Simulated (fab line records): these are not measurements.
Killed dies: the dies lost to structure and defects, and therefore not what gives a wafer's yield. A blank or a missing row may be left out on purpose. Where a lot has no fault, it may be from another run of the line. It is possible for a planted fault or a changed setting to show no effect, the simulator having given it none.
Which of the tools did it? -- flow gf180mcu -- route of 602 steps, sampled at 1 step: 12 lots, 36 wafers

## WHAT THE GAUGES SHOWED, per wafer
GF_V1_THK_MEAS_03.
lot,measured,on,V1_CVD_02_THK (nm)
L075,day 17 10:51,film-metro-03,836 835 849
L077,day 18 06:38,film-metro-04,847 849 855
L079,day 19 04:50,film-metro-04,843 876 881
L081,day 19 20:33,film-metro-02,858 853 838
L083,day 21 04:13,film-metro-02,839 858 859
L085,day 21 13:16,film-metro-04,829 857 841
L087,day 22 10:14,film-metro-03,822 833 843
L089,day 22 23:10,film-metro-04,823 849 868
L091,day 23 14:44,film-metro-03,840 871 857
L093,day 24 07:31,film-metro-04,851 852 866
L095,day 24 17:35,film-metro-02,840 832 847
L097,day 25 14:21,film-metro-04,851 858 872

## WHICH TOOL RAN EACH LOT (tool, then ch and the chambers of the sampled wafers, then the start)
The record shows no process step preceding these readings.

## THE ANSWER, worked out from the rows above alone
Rule: what is usual is taken from the lots themselves. The widest of any qualifying gaps counts: lots, ordered by their means at a reading, are off when they make up no more than a third of the lots, leave a main group of 4 or more, and stand apart from it by 3 or more times the standard deviation of that group's means. Not used: any main group whose means are identical at the precision the tables above print for the reading. A lot without any number at a reading at which 4 lots or more have one is off too. Any other lot the step has rows for is counted as sound.
No lot is off at any reading shown: from this, nothing can be told.

## WHAT THE SIMULATOR PUT IN
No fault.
